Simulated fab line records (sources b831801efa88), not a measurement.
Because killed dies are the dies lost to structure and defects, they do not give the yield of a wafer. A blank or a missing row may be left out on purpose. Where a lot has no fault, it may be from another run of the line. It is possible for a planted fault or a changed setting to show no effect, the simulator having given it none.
Struck lot and sound lot, side by side :: flow sky130 :: 21 steps out of a route of 708
Sound: wafers L574.1, L574.2, L574.6. Struck: wafer L593.5 (left out: L593.3, L593.6 of the same lot, which were not struck); the cause appears at the end.
Order at every step that has rows: each side's tool, ch and its chambers, its first start. Under that, the readings that differ: sound wafers :: struck wafers :: difference of the means :: sigmas: that difference in standard deviations of wafers without a fault.
alike: readings with means less than 2 such deviations apart, plus words and numbers identical on both sides. not compared: withheld readings, readings lacking a value on some wafer, bounds such as >300 that could conceal the same value, and numbers that have no deviation in the record and whose values overlap.
Wherever a step has rows on one side only, a row that says differs or no value, or a row with sigmas, the two part there. Non-overlapping numbers with no deviation appear without sigmas and do not part them. A reading missing from all wafers of one side parts the sides only when that side holds two or more wafers.

first, 4 steps without rows for these wafers: SKY_METAL3_STRIP_20 (strips in post etch residue remover, time 1200 s); SKY_METAL3_CLEAN_21 (cleans in IPA, time 180 s); SKY_METAL3_CLEAN_22 (cleans in O3/DIW); SKY_VIA3_HDPCVD_00 (deposits SiO2, target thk 1635 nm, time 272.5 s).
SKY_VIA3_THK_MEAS_01:
  struck on film_metro-03, day 44 11:33; sound on film_metro-03, day 38 16:54
  alike: VIA3_HDPCVD_THK
SKY_VIA3_CMP_02: polishes SiO2.
  sound on cmp-01 ch 1,2,3, day 38 17:04; struck on cmp-02 ch 1, day 44 11:35
  alike: motor_current_A
SKY_VIA3_BOW_MEAS_03:
  struck on film_metro-02, day 44 11:56; sound on film_metro-02, day 38 17:16
  alike: VIA3_BOW
then, 5 steps without rows for these wafers: SKY_VIA3_DEHYDRATE_04 (time 60 s); SKY_VIA3_HMDS_05 (prime time 60 s); SKY_VIA3_COAT_06 (resist thk 60 nm); SKY_VIA3_COAT_07 (resist thk 450 nm); SKY_VIA3_SOFTBAKE_08 (time 90 s).
SKY_VIA3_EXPOSE_09: exposes mask VIM3, target cd 200 nm.
  sound on krf_scanner-02 ch 0, day 39 05:59; struck on krf_scanner-02 ch 0, day 44 23:02
  alike: mask
then, 2 steps without rows for these wafers: SKY_VIA3_PEB_10; SKY_VIA3_DEVELOP_11 (develop time 60 s).
SKY_VIA3_CD_MEAS_12: target cd 200 nm.
  struck on cd_sem-01, day 45 09:22; sound on cd_sem-01, day 39 17:51
reading: cd_nm (nm)
sound: 199.4 199.6 198.6
struck: 178.9
difference: -20.3
sigmas: -11
SKY_VIA3_OVL_MEAS_13:
  struck on overlay-01, day 45 09:28; sound on overlay-02, day 39 17:58
  alike: VIA3_OVL
SKY_VIA3_ETCH_14: etches BARC in N2/H2, stops on SiO2, time 45.9 s, target depth 60 nm.
  sound on rie_diel-02 ch 0,3, day 39 18:01; struck on rie_diel-03 ch 2, day 45 09:29
reading: throttle_valve_pct (%)
sound: 13.218 13.235 13.212
struck: 13.250
difference: +0.028
sigmas: +3

reading: model.VIA3.cd_nm (nm)
sound: 198.6 199.4 198
struck: 179.2
difference: -19.5
sigmas: 
  alike: bias_w, drypump_motor_current_A, oes_product_au
  not compared: rf_hours_counter_h
SKY_VIA3_ETCH_15: etches SiO2 in C4F8/O2/Ar, stops on TiN, target depth 507 nm, time 78 s.
  sound on rie_diel-02 ch 0,3, day 39 18:03; struck on rie_diel-03 ch 2, day 45 09:32
reading: bias_w (W)
sound: 1198 1199 1196
struck: 1205
difference: +7
sigmas: +2

reading: model.VIA3.cd_nm (nm)
sound: 198.9 198.5 199.4
struck: 176.6
difference: -22.3
sigmas: 
  alike: oes_product_au
  not compared: rf_hours_counter_h
SKY_VIA3_STRIP_16: strips in O2/N2.
  sound on plasma_asher-02 ch 0,1, day 39 18:07; struck on plasma_asher-01 ch 0, day 45 09:38
  alike: drypump_motor_current_A, oes_product_au, strip_time_to_endpoint_s
  not compared: rf_hours_counter_h
-- the record jumps here: 5 days lie between the struck wafers' starts before and after (it left off in module VIA3 and takes up again in module PAD_OPEN, whose first step shown is number 708 of the route) --
SKY_PAD_OPEN_PROBE_99:
  struck on prober-01, day 50 10:42; sound on prober-02, day 45 21:55
reading: model.etest.via3_chain.rc_ohm
sound: 9.372 9.607 9.792
struck: 12.5
difference: +2.9
sigmas: 

WHERE THEY PART
First at SKY_VIA3_CD_MEAS_12; last, within this record, at SKY_VIA3_ETCH_15. Later steps at which nothing parts them and some readings are alike: SKY_VIA3_STRIP_16.

WHY: the cause the simulator had injected
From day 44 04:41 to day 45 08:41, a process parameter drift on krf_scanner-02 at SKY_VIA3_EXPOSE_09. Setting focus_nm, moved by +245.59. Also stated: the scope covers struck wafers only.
